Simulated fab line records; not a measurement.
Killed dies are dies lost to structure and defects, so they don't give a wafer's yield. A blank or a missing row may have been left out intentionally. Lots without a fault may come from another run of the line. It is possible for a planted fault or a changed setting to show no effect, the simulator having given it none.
A lot that was struck, set against a sound lot ; flow sky130 ; 17 steps out of a route of 708
Sound: these wafers, L547.1, L547.4, L547.5. Wafers struck: L549.1, L549.2, L549.4. The cause is given at the end.
At each step with rows: each side's tool, then ch and its chambers, then its first start. Under that, the readings that differ: sound wafers ; struck wafers ; difference of the means ; sigmas: that difference in standard deviations of wafers without a fault.
alike: same words and numbers on both sides, and readings whose means sit less than 2 such deviations apart. not compared: any withheld reading, any reading some wafer has no value for, any bound like >300 that may hide the same value, and any number with overlapping values for which the record gives no deviation.
A row with sigmas, a row that says differs or no value, or rows on one side alone: a step with any of these is where the two part. Numbers that don't overlap but have no deviation are shown without sigmas and don't part them. Lack of a reading on every wafer of one side parts them only where that side has two or more wafers.

SKY_VT_ADJUST_HVTR_OVL_MEAS_08:
  struck on overlay-01, day 11 23:11; sound on overlay-01, day 11 05:46
  alike: VT_ADJUST_HVTR_OVL
next, for these wafers, 1 step has no rows: SKY_VT_ADJUST_HVTR_IMPLANT_09.
SKY_VT_ADJUST_HVTR_STRIP_10: strips in O2/N2.
  sound on plasmaAsher-04 ch 0,1, day 11 05:56; struck on plasmaAsher-01 ch 0,1, day 11 23:22
  alike: drypumpMotorCurrentA, o2FlowSccm, oesProductAu, stripTimeToEndpointS
  not compared: rfHoursCounterH
SKY_VT_ADJUST_HVTR_TW_MEAS_11:
  struck on filmMetro-02, day 11 23:28; sound on filmMetro-04, day 11 06:02
  alike: VT_ADJUST_HVTR_TW
then, 7 steps without rows for these wafers: SKY_VT_ADJUST_PCH_DEHYDRATE_00 (time 60 s); SKY_VT_ADJUST_PCH_HMDS_01 (prime time 60 s); SKY_VT_ADJUST_PCH_COAT_02 (resist thk 3000 nm); SKY_VT_ADJUST_PCH_SOFTBAKE_03; SKY_VT_ADJUST_PCH_EXPOSE_04 (exposes mask NWM, target cd 840 nm); SKY_VT_ADJUST_PCH_PEB_05; SKY_VT_ADJUST_PCH_DEVELOP_06 (develop time 60 s).
SKY_VT_ADJUST_PCH_OVL_MEAS_07:
  struck on overlay-02, day 12 22:15; sound on overlay-01, day 12 04:54
  alike: VT_ADJUST_PCH_OVL
SKY_VT_ADJUST_PCH_IMPLANT_08:
  sound on implanter-02 ch 0, day 12 04:56; struck on implanter-02 ch 0, day 12 22:17
reading;sound;struck;difference;sigmas
doseIonsCm2;5.007e+11 5.008e+11 5.005e+11;2.253e+11 2.26e+11 2.252e+11;-2.752e+11;-99 or more
faradayCurrentUA;2.90 2.87 2.78;1.32 1.27 1.25;-1.57;-28
  alike: beamEnergyKeV, beamOnS
SKY_VT_ADJUST_PCH_STRIP_09: strips in O2/N2.
  sound on plasmaAsher-01 ch 0,1, day 12 05:05; struck on plasmaAsher-01 ch 0,1, day 12 22:26
  alike: drypumpMotorCurrentA, o2FlowSccm, oesProductAu, stripTimeToEndpointS
  not compared: rfHoursCounterH
SKY_VT_ADJUST_PCH_TW_MEAS_10:
  struck on filmMetro-03, day 12 22:34; sound on filmMetro-03, day 12 05:11
reading;sound;struck;difference;sigmas
VT_ADJUST_PCH_TW;143.8 142.6 143.8;117.7 117.6 117.8;-25.7;-23
then, 1 step without rows for these wafers: SKY_SONOS_TUNNEL_DEHYDRATE_00 (time 60 s).
-- record jumps: 35 days separate the struck wafers' starts on either side; left off in module SONOS_TUNNEL, taken up again in module PAD_OPEN, whose first shown step is the route's number 708 --
SKY_PAD_OPEN_PROBE_99:
  struck on prober-01, day 47 19:46; sound on prober-01, day 47 08:07
reading;sound;struck;difference;sigmas
model.etest.nfet_16v.rOnOhmUm;1.419e+04 1.43e+04 1.453e+04;1.376e+04 1.388e+04 1.354e+04;-6.133e+02;
model.etest.pfetG5v0d10v5.rOnOhmUm;4657 4721 4801;5009 4938 4885;+218;
model.etest.pfetG5v0d10v5.driveUaUm;351.5 344.3 336.9;321.3 324 326.2;-20.4;
model.etest.pfet_01v8_lvt.driveUaUm;178.7 176.4 173.9;161.6 164.1 163.1;-13.4;
model.etest.pfet_01v8_lvt.offLog10AUm;-8.686 -8.746 -8.893;-10.14 -9.878 -10.04;-1.24;
model.etest.pfetG5v0d10v5.offLog10AUm;-12.41 -12.57 -12.57;-13.59 -13.61 -13.67;-1.11;
model.etest.ring_5v.delayPs;44.3 44.77 45.19;46 45.85 45.92;+1;
model.etest.pfet_01v8_mvt.offLog10AUm;-10.84 -10.73 -10.97;-11.26 -11.26 -11.18;-0.39;
  alike: killed_at_M0_to_M3, killed_at_M4_up, killedAtContacts, killedAtFrontEnd, killedAtOther, killedDies, killedOnRim, killedOpen, killedShort

== WHERE THEY PART ==
Last at SKY_VT_ADJUST_PCH_TW_MEAS_10 as far as this record goes, first at SKY_VT_ADJUST_PCH_IMPLANT_08. Later steps at which nothing parts them and some readings are alike: SKY_PAD_OPEN_PROBE_99.

WHY: the cause the simulator had injected
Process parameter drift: implanter-02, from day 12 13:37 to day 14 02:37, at SKY_VT_ADJUST_PCH_IMPLANT_08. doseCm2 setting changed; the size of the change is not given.
